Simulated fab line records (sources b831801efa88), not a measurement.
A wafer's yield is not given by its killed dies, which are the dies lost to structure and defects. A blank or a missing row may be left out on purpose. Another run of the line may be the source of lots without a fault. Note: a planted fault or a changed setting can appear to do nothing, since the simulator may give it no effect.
One fault seen from 2 desks :: flow sky130 :: what lay behind the numbers comes last; until then each desk has only its own

== DESK OF THE TOOL OWNER: iline_stepper-01 ==
The tool's own readings at SKY_GATE_OXIDE_EXPOSE_07 (exposes mask LVOM, target cd 600 nm): means of the sampled wafers that have a number, for each lot that ran on this tool. If a lot's mean is further than 4 standard deviations from the usual mean, the lot is out of limits and carries the mark OUT (the distance appears in the brackets).
Columns: A = focus_offset_nm at SKY_GATE_OXIDE_EXPOSE_07, usual 0.1 nm
lot: L949
first seen here: day 13 03:43
A: 0.0

lot: L952
first seen here: day 14 06:32
A: 0.8

lot: L953
first seen here: day 15 07:40
A: 0.9

lot: L954
first seen here: day 15 22:38
A: 0.4

lot: L955
first seen here: day 16 11:56
A: -0.6

lot: L959
first seen here: day 17 10:59
A: -0.4

lot: L961
first seen here: day 17 13:37
A: -0.1

lot: L967
first seen here: day 19 13:26
A: -0.7

lot: L969
first seen here: day 20 13:12
A: 0.7

lot: L971
first seen here: day 20 19:58
A: -0.7
This desk's finding: nothing out of limits on any of the 10 lots.

== THE METROLOGY DESK ==
Means of the sampled wafers that have a number, per lot and without regard to the tool the lot ran on: this is what the gauges read. If a lot's mean is further than 4 standard deviations from the usual mean, the lot is out of limits and carries the mark OUT (the distance appears in the brackets).
Columns: A = GATE_OXIDE_OVL at SKY_GATE_OXIDE_OVL_MEAS_10, usual -1.5 nm
lot: L949
first seen here: day 13 16:32
A: -1.7

lot: L950
first seen here: day 14 06:36
A: -1.1

lot: L952
first seen here: day 14 19:06
A: -0.3

lot: L953
first seen here: day 15 20:25
A: -2.5

lot: L954
first seen here: day 16 12:56
A: -1.5

lot: L955
first seen here: day 17 01:19
A: -2.9

lot: L958
first seen here: day 17 17:22
A: -0.9

lot: L959
first seen here: day 18 00:39
A: -1.5

lot: L961
first seen here: day 18 03:52
A: -1.7

lot: L962
first seen here: day 18 14:40
A: -1.7

lot: L967
first seen here: day 20 04:37
A: 121.0 (+94) OUT

lot: L968
first seen here: day 20 18:45
A: -2.0

lot: L969
first seen here: day 21 03:19
A: 117.9 (+92) OUT

lot: L971
first seen here: day 21 10:19
A: 122.2 (+95) OUT

lot: L972
first seen here: day 22 02:58
A: -2.5
This desk's finding: out of limits on L967, L969, L971; first on L967, day 20 04:37 (GATE_OXIDE_OVL at SKY_GATE_OXIDE_OVL_MEAS_10). Within limits: L949, L950, L952, L953, L954, L955, L958, L959, L961, L962, L968, L972.

== BROUGHT TOGETHER ==
Metrology desk: alarm possible at day 20 04:37 on L967, L969, L971.
The tool owner's desk saw nothing out of limits.
On record at the tool owner's desk: L967, L969, L971, within its limits.
Every lot named ran SKY_GATE_OXIDE_EXPOSE_07 on iline_stepper-01.

== WHAT HAD BEEN PUT IN BY THE SIMULATOR ==
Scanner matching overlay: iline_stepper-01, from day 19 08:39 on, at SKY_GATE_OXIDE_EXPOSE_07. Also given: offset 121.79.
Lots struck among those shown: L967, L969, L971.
Time in hours between the start of the fault and the first out-of-limits reading at each desk: metrology desk, 20.
